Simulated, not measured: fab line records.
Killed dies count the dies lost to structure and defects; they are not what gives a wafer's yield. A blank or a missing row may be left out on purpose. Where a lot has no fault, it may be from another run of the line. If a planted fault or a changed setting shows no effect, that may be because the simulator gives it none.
The tool behind it: which one? | flow sky130 | Sampling: 10 lots, 30 wafers, 6 of 708 route steps

## WHAT THE GAUGES READ, wafer by wafer
The record holds no reading of a measuring or inspecting step that can be judged against a usual standard deviation.

## TOOL THAT RAN EACH LOT (tool first, then ch and the chambers of the sampled wafers, then the start)
lot  | SKY_VIA3_STRIP_16                   | SKY_METAL4_SPUTTER_00       | SKY_CAP2M_CVD_00                | SKY_CAP2M_METAL_ETCH_13          | SKY_CAP2M_STRIP_14                  | SKY_PAD_OPEN_PROBE_99
L211 | plasmaAsher-01 ch 1, day 38 22:08   | pvdSputter-04, day 38 23:24 | pecvd-01 ch 0,2, day 38 23:33   | rieMetal-01 ch 0,1, day 39 23:16 | plasmaAsher-04 ch 0,1, day 39 23:21 | -
L212 | plasmaAsher-01 ch 0,1, day 40 04:11 | pvdSputter-02, day 40 06:00 | pecvd-01 ch 1,2, day 40 06:09   | rieMetal-04 ch 0,1, day 41 06:45 | plasmaAsher-04 ch 0,1, day 41 06:50 | -
L214 | plasmaAsher-04 ch 0,1, day 40 19:06 | pvdSputter-02, day 40 20:22 | pecvd-01 ch 0,2, day 40 20:32   | rieMetal-03 ch 1, day 41 20:02   | plasmaAsher-02 ch 0, day 41 20:07   | -
L219 | plasmaAsher-01 ch 0,1, day 41 17:24 | pvdSputter-02, day 41 18:40 | pecvd-03 ch 0,1, day 41 18:49   | rieMetal-04 ch 0,1, day 42 18:34 | plasmaAsher-02 ch 0,1, day 42 18:39 | prober-01, day 47 10:34
L228 | plasmaAsher-01 ch 0,1, day 44 19:50 | pvdSputter-02, day 44 21:04 | pecvd-04 ch 0,1,2, day 44 21:14 | rieMetal-04 ch 0,1, day 45 17:48 | plasmaAsher-01 ch 0,1, day 45 17:53 | prober-02, day 49 22:49
L231 | plasmaAsher-03 ch 0,1, day 44 23:50 | pvdSputter-04, day 45 01:04 | pecvd-04 ch 1,2, day 45 01:13   | rieMetal-03 ch 0,1, day 45 22:00 | plasmaAsher-02 ch 0,1, day 45 22:05 | -
L230 | plasmaAsher-04 ch 0,1, day 45 00:45 | pvdSputter-02, day 45 02:01 | pecvd-03 ch 0,1,2, day 45 02:10 | rieMetal-04 ch 0,1, day 45 22:40 | plasmaAsher-02 ch 0,1, day 45 22:45 | prober-01, day 50 04:22
L233 | plasmaAsher-03 ch 0, day 45 11:54   | pvdSputter-02, day 45 13:30 | pecvd-04 ch 0,1,2, day 45 13:39 | rieMetal-03 ch 0,1, day 46 09:55 | plasmaAsher-02 ch 0,1, day 46 10:00 | -
L232 | plasmaAsher-04 ch 0,1, day 45 12:11 | pvdSputter-04, day 45 13:32 | pecvd-03 ch 0,1,2, day 45 13:42 | rieMetal-01 ch 0,1, day 46 10:16 | plasmaAsher-04 ch 0,1, day 46 10:21 | -
L234 | plasmaAsher-03 ch 0,1, day 46 00:06 | pvdSputter-02, day 46 01:43 | pecvd-01 ch 0,1,2, day 46 01:52 | rieMetal-01 ch 0,1, day 46 21:41 | plasmaAsher-01 ch 0,1, day 46 21:46 | -
- SKY_VIA3_STRIP_16: strips in O2/N2.
- SKY_METAL4_SPUTTER_00: material Ti, target thk 15 nm, time 10 s.
- SKY_CAP2M_CVD_00: deposits SiO2, target thk 15.5 nm.
- SKY_CAP2M_METAL_ETCH_13: etches TiN in Cl2/BCl3, stops on SiO2, target depth 220 nm, time 62.9 s.
- SKY_CAP2M_STRIP_14: strips in O2/N2.
- SKY_PAD_OPEN_PROBE_99

## AS READ BY THE TOOLS THEMSELVES (means over the sampled wafers that have a number; for cases with no such wafer, the mark the record gives instead)
SKY_VIA3_STRIP_16. Usual: drypumpMotorCurrentA 5.7 A, standard deviation 0.37; n2FlowSccm 299.9 sccm, standard deviation 0.97; oesProductAu 0.402 a.u., standard deviation 0.0043; stripTimeToEndpointS 4.130 s, standard deviation 0.028.
lot  | tool           | drypumpMotorCurrentA (A) | n2FlowSccm (sccm) | oesProductAu (a.u.) | stripTimeToEndpointS (s) | flag
L211 | plasmaAsher-01 | 5.8                      | 299.7             | 0.404               | 4.168                    | 
L212 | plasmaAsher-01 | 5.7                      | 300.7             | 0.404               | 4.160                    | 
L214 | plasmaAsher-04 | 5.6                      | 298.8             | 0.399               | 4.135                    | 
L219 | plasmaAsher-01 | 5.6                      | 299.3             | 0.398               | 4.130                    | 
L228 | plasmaAsher-01 | 5.6                      | 299.0             | 0.405               | 4.139                    | 
L231 | plasmaAsher-03 | 5.9                      | 300.7             | 0.402               | 4.127                    | 
L230 | plasmaAsher-04 | 6.0                      | 300.0             | 0.401               | 4.146                    | 
L233 | plasmaAsher-03 | 5.9                      | 299.5             | 0.401               | 4.133                    | 
L232 | plasmaAsher-04 | 5.9                      | 298.8             | 0.406               | 4.124                    | 
L234 | plasmaAsher-03 | 5.8                      | 299.6             | 0.408               | 4.157                    | 

SKY_METAL4_SPUTTER_00. Usual: throttleValvePct at 29.8 %, with a standard deviation of 1.3.
lot  | tool          | throttleValvePct (%) | flag
L211 | pvdSputter-04 | 29.4                 | 
L212 | pvdSputter-02 | 29.7                 | 
L214 | pvdSputter-02 | 29.7                 | 
L219 | pvdSputter-02 | 29.0                 | 
L228 | pvdSputter-02 | 28.9                 | 
L231 | pvdSputter-04 | 29.4                 | 
L230 | pvdSputter-02 | 28.9                 | 
L233 | pvdSputter-02 | 29.0                 | 
L232 | pvdSputter-04 | 30.3                 | 
L234 | pvdSputter-02 | 29.6                 | 

SKY_CAP2M_CVD_00. Usual: heaterPowerW at 683 W, with a standard deviation of 94.
lot  | tool     | heaterPowerW (W) | flag
L211 | pecvd-01 | 670              | 
L212 | pecvd-01 | 758              | 
L214 | pecvd-01 | 621              | 
L219 | pecvd-03 | 686              | 
L228 | pecvd-04 | 686              | 
L231 | pecvd-04 | 627              | 
L230 | pecvd-03 | 749              | 
L233 | pecvd-04 | 682              | 
L232 | pecvd-03 | 738              | 
L234 | pecvd-01 | 637              | 

SKY_CAP2M_METAL_ETCH_13. Usual: drypumpMotorCurrentA 5.8 A, standard deviation 0.43; heBacksideLeakSccm 3.28 sccm, standard deviation 0.19; oesProductAu 0.940 a.u., standard deviation 0.0071; throttleValvePct 21.903 %, standard deviation 0.01.
lot  | tool        | drypumpMotorCurrentA (A) | heBacksideLeakSccm (sccm) | oesProductAu (a.u.) | throttleValvePct (%) | flag
L211 | rieMetal-01 | 5.6                      | 3.12                      | 0.940               | 21.913               | 
L212 | rieMetal-04 | 6.0                      | 3.48                      | 0.940               | 21.908               | 
L214 | rieMetal-03 | 5.6                      | 3.03                      | 0.941               | 21.899               | 
L219 | rieMetal-04 | 6.0                      | 3.42                      | 0.939               | 21.905               | 
L228 | rieMetal-04 | 5.5                      | 3.41                      | 0.804               | 21.994               | OFF
L231 | rieMetal-03 | 5.9                      | 3.17                      | 0.941               | 21.898               | 
L230 | rieMetal-04 | 5.6                      | 3.45                      | 0.797               | 21.990               | OFF
L233 | rieMetal-03 | 5.7                      | 3.15                      | 0.950               | 21.899               | 
L232 | rieMetal-01 | 5.7                      | 3.16                      | 0.936               | 21.912               | 
L234 | rieMetal-01 | 5.6                      | 3.22                      | 0.944               | 21.896               | 

SKY_CAP2M_STRIP_14. Usual: drypumpMotorCurrentA 5.5 A, standard deviation 0.41; n2FlowSccm 300.0 sccm, standard deviation 0.93; oesProductAu 0.710 a.u., standard deviation 0.0045; stripTimeToEndpointS 12.66 s, standard deviation 0.038.
lot  | tool           | drypumpMotorCurrentA (A) | n2FlowSccm (sccm) | oesProductAu (a.u.) | stripTimeToEndpointS (s) | flag
L211 | plasmaAsher-04 | 6.0                      | 299.7             | 0.711               | 12.59                    | 
L212 | plasmaAsher-04 | 6.0                      | 300.3             | 0.711               | 12.69                    | 
L214 | plasmaAsher-02 | 5.6                      | 299.1             | 0.711               | 12.66                    | 
L219 | plasmaAsher-02 | 5.3                      | 301.4             | 0.708               | 12.62                    | 
L228 | plasmaAsher-01 | 5.7                      | 300.0             | 0.711               | 13.05                    | OFF
L231 | plasmaAsher-02 | 5.4                      | 299.7             | 0.708               | 12.66                    | 
L230 | plasmaAsher-02 | 5.4                      | 299.8             | 0.712               | 13.12                    | OFF
L233 | plasmaAsher-02 | 5.3                      | 300.2             | 0.709               | 12.67                    | 
L232 | plasmaAsher-04 | 5.9                      | 300.8             | 0.707               | 12.65                    | 
L234 | plasmaAsher-01 | 5.5                      | 298.7             | 0.715               | 12.64                    | 

SKY_PAD_OPEN_PROBE_99. Usual: defectLimitedYield 82.6 %, standard deviation 1.8; killed_at_M0_to_M3 44, standard deviation 6.5; killed_at_M4_up 3.3, standard deviation 1.9; killedAtContacts 23, standard deviation 4.7; killedAtFrontEnd 15, standard deviation 4.5; killedAtOther 0.2, standard deviation 0.52; killedDies 86, standard deviation 8.9; killedOnRim 17, standard deviation 3.7; killedOpen 47, standard deviation 6.8; killedShort 39, standard deviation 6.1; sort_bin_3_pad_short 0.8 %, standard deviation 0.44; sort_bin_5_function 10.3 %, standard deviation 1.4; sort_bin_6_memory 6.3 %, standard deviation 1.1; sortNPass 406, standard deviation 8.9; sortYieldPct 82.6 %, standard deviation 1.8.
lot  | tool      | defectLimitedYield (%) | killed_at_M0_to_M3 | killed_at_M4_up | killedAtContacts | killedAtFrontEnd | killedAtOther | killedDies | killedOnRim | killedOpen | killedShort | sort_bin_3_pad_short (%) | sort_bin_5_function (%) | sort_bin_6_memory (%) | sortNPass | sortYieldPct (%) | flag
L219 | prober-01 | 83.5                   | 43                 | 2.7             | 26               | 9                | 0.0           | 81         | 14          | 48         | 33          | 0.8                      | 10.2                    | 5.5                   | 411       | 83.5             | 
L228 | prober-02 | 27.5                   | 47                 | 3.0             | 23               | 18               | 266.0         | 357        | 70          | 47         | 43          | 55.2                     | 11.0                    | 6.3                   | 135       | 27.5             | OFF
L230 | prober-01 | 27.8                   | 51                 | 2.7             | 25               | 15               | 261.3         | 355        | 71          | 58         | 37          | 54.2                     | 11.8                    | 6.2                   | 137       | 27.8             | OFF

## THE ANSWER, worked out from the rows above alone
Rule: take the mean of a lot's wafers that have a number; if it is more than 3 standard deviations from the usual mean, the lot is off. Also off: a lot with no number at a reading for which 4 or more lots have one. The other lots that the step has rows for count as sound. Order of review: gauges by route order, followed by the tools' own readings, for which a lot's mean as printed above is used. At the first step where some lot is off, the reading lying furthest off is the one used; lots without a number count as furthest.
Off: L228, L230, at SKY_CAP2M_METAL_ETCH_13 (oesProductAu).
If a tool, at that step or one of the process steps before it, ran each lot that is off and ran no sound lot following the first of them, it fits. One candidate fits, namely rieMetal-04 at SKY_CAP2M_METAL_ETCH_13. A fault onset in the window from L219 (day 42 18:34, its last sound lot) to L228 (day 45 17:48, its first lot off) fits.
The tool's own readings at SKY_CAP2M_METAL_ETCH_13 bear it out: on the lots that are off they differ by more than 5 times the standard deviation of the sound lots' means. oesProductAu reads 0.800 a.u. there against 0.941 a.u. on the sound lots; throttleValvePct reads 21.992 % there against 21.904 % on the sound lots.

## WHAT THE SIMULATOR HAD PUT IN
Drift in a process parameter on rieMetal-04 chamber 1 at SKY_CAP2M_METAL_ETCH_13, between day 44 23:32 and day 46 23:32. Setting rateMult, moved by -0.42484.
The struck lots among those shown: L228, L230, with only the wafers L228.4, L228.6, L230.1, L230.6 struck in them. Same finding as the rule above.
